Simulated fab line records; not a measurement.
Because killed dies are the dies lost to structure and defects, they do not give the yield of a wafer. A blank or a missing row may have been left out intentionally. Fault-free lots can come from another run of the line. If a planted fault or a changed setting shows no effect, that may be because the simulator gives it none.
What tool caused it? | flow gf180mcu | 12 lots with 36 wafers sampled at 5 steps, on a route of 602 steps

## WHAT THE GAUGES READ, wafer by wafer
GF_M4_RS_MEAS_05: the measuring method here is four-point-probe.
lot  | measured     | on            | M4_ALCU_RS (ohm/sq)
L762 | day 23 06:32 | film metro-02 | 0.0703 0.0693 0.0696
L764 | day 23 19:01 | film metro-03 | 0.0687 0.0700 0.0687
L766 | day 24 22:04 | film metro-02 | 0.0680 0.0711 0.0679
L767 | day 25 05:55 | film metro-02 | 0.0678 0.0693 0.0693
L770 | day 25 23:07 | film metro-04 | 0.0690 0.0689 0.0695
L769 | day 25 23:48 | film metro-04 | 0.0681 0.0711 0.0698
L772 | day 26 11:41 | film metro-02 | 0.0696 0.0703 0.0707
L773 | day 26 19:13 | film metro-04 | 0.0698 0.0706 0.0693
L774 | day 27 01:26 | film metro-04 | 0.0708 0.0686 0.0709
L783 | day 30 01:22 | film metro-02 | 0.0686 0.0682 0.0676
L784 | day 30 04:00 | film metro-02 | 0.0698 0.0686 0.0700
L785 | day 30 10:13 | film metro-03 | 0.0681 0.0704 0.0699

GF_MIM_THK_MEAS_06.
lot  | measured     | on            | MIM_CVD_05_THK (nm)
L762 | day 25 07:08 | film metro-04 | 41.8 42.7 42.0
L764 | day 25 18:02 | film metro-03 | 40.8 41.8 42.2
L766 | day 26 19:38 | film metro-03 | 41.7 43.2 43.1
L767 | day 27 04:28 | film metro-01 | 42.6 41.8 43.8
L770 | day 27 19:25 | film metro-04 | 41.9 42.5 43.2
L769 | day 27 20:52 | film metro-03 | 42.0 41.9 41.9
L772 | day 28 08:28 | film metro-03 | 42.3 45.6 43.2
L773 | day 28 15:26 | film metro-03 | 41.7 45.1 45.9
L774 | day 28 21:01 | film metro-04 | 42.1 43.1 42.6
L783 | day 31 17:41 | film metro-01 | 40.9 42.1 41.8
L784 | day 31 20:21 | film metro-04 | 42.1 43.6 43.2
L785 | day 32 01:43 | film metro-03 | 42.5 43.4 43.1

## EACH LOT AND THE TOOL THAT RAN IT (in order: tool; ch and the chambers of the sampled wafers; start)
lot  | GF_V4_CVD_02                    | GF_MIM_SPUTTER_01            | GF_MIM_CVD_05
L762 | pecvd-04 ch 0,1,2, day 24 06:35 | pvd sputter-03, day 25 06:58 | pecvd-03 ch 1,2, day 25 07:05
L764 | pecvd-03 ch 0,1,2, day 24 18:27 | pvd sputter-04, day 25 17:52 | pecvd-03 ch 0,1,2, day 25 17:59
L766 | pecvd-04 ch 0,1, day 25 19:56   | pvd sputter-04, day 26 19:29 | pecvd-01 ch 0,1, day 26 19:37
L767 | pecvd-04 ch 1,2, day 26 04:53   | pvd sputter-01, day 27 04:19 | pecvd-02 ch 0,1,2, day 27 04:26
L770 | pecvd-02 ch 0,2, day 26 20:55   | pvd sputter-01, day 27 19:16 | pecvd-03 ch 0,2, day 27 19:23
L769 | pecvd-03 ch 0,2, day 26 21:47   | pvd sputter-01, day 27 20:43 | pecvd-03 ch 1,2, day 27 20:50
L772 | pecvd-03 ch 0,1,2, day 27 09:52 | pvd sputter-01, day 28 08:19 | pecvd-03 ch 0,2, day 28 08:26
L773 | pecvd-02 ch 0,1, day 27 16:47   | pvd sputter-03, day 28 15:17 | pecvd-03 ch 0,2, day 28 15:25
L774 | pecvd-03 ch 0,1, day 27 23:02   | pvd sputter-01, day 28 20:52 | pecvd-01 ch 0,1, day 28 20:59
L783 | pecvd-04 ch 0,2, day 30 21:01   | pvd sputter-03, day 31 17:31 | pecvd-03 ch 0,1,2, day 31 17:38
L784 | pecvd-04 ch 1,2, day 30 23:34   | pvd sputter-01, day 31 20:12 | pecvd-01 ch 0,1,2, day 31 20:19
L785 | pecvd-03 ch 0,1,2, day 31 05:41 | pvd sputter-04, day 32 01:32 | pecvd-01 ch 0,1,2, day 32 01:40
- GF_V4_CVD_02: deposits SiO2 from TEOS, target thk 850 nm, time 94.851 s.
- GF_MIM_SPUTTER_01: material TiN, target thk 30 nm, time 25 s.
- GF_MIM_CVD_05: deposits Si3N4, target thk 42 nm, time 29.086 s.

## AS READ BY THE TOOLS THEMSELVES (means over the sampled wafers that have a number; for cases with no such wafer, the mark the record gives instead)
GF_V4_CVD_02.
lot  | tool     | heater power w (W) | run length s (s)
L762 | pecvd-04 | 649                | 123.1
L764 | pecvd-03 | 732                | 122.5
L766 | pecvd-04 | 619                | 123.6
L767 | pecvd-04 | 598                | 123.0
L770 | pecvd-02 | 524                | 122.2
L769 | pecvd-03 | 720                | 122.8
L772 | pecvd-03 | 681                | 122.5
L773 | pecvd-02 | 614                | 122.1
L774 | pecvd-03 | 687                | 123.0
L783 | pecvd-04 | 617                | 123.6
L784 | pecvd-04 | 626                | 122.9
L785 | pecvd-03 | 726                | 122.4

GF_MIM_SPUTTER_01.
lot  | tool           | throttle valve pct (%)
L762 | pvd sputter-03 | 29.0
L764 | pvd sputter-04 | 29.6
L766 | pvd sputter-04 | 29.8
L767 | pvd sputter-01 | 31.0
L770 | pvd sputter-01 | 31.1
L769 | pvd sputter-01 | 31.1
L772 | pvd sputter-01 | 30.6
L773 | pvd sputter-03 | 29.0
L774 | pvd sputter-01 | 30.9
L783 | pvd sputter-03 | 28.8
L784 | pvd sputter-01 | 31.6
L785 | pvd sputter-04 | 29.0

GF_MIM_CVD_05.
lot  | tool     | heater power w (W) | run length s (s) | temp max c (C)
L762 | pecvd-03 | 736                | 56.3             | 400.05
L764 | pecvd-03 | 687                | 56.7             | 400.17
L766 | pecvd-01 | 673                | 56.8             | 400.17
L767 | pecvd-02 | 547                | 56.1             | 400.10
L770 | pecvd-03 | 679                | 57.0             | 399.80
L769 | pecvd-03 | 683                | 56.4             | 400.04
L772 | pecvd-03 | 661                | 57.9             | 399.89
L773 | pecvd-03 | 709                | 58.9             | 399.81
L774 | pecvd-01 | 641                | 56.6             | 399.98
L783 | pecvd-03 | 696                | 56.6             | 400.08
L784 | pecvd-01 | 752                | 57.2             | 400.08
L785 | pecvd-01 | 734                | 56.9             | 399.87

## THE ANSWER, worked out from the rows above alone
Rule: what is usual is taken from the lots themselves. Put in order of their means at a reading, lots are off if they are a third of the lots or fewer, leave a main group of 4 or more, and stand apart from it by a gap of 3 or more times the standard deviation of the main group's means; of several such gaps the widest counts. If all means in a main group match to the digits the tables above print for the reading, that group is not used. A lot without any number at a reading at which 4 lots or more have one is off too. Where the step has rows for the other lots, those lots are counted as sound. First the gauges in route order, then the tools' own readings, where a lot's mean is used as printed above. The first step at which some lot is off is used, and at that step the reading that is off furthest; a lot without a number counts as furthest.
Across all readings shown, no lot is off: no conclusion can be drawn from this.

## WHAT THE SIMULATOR PUT IN
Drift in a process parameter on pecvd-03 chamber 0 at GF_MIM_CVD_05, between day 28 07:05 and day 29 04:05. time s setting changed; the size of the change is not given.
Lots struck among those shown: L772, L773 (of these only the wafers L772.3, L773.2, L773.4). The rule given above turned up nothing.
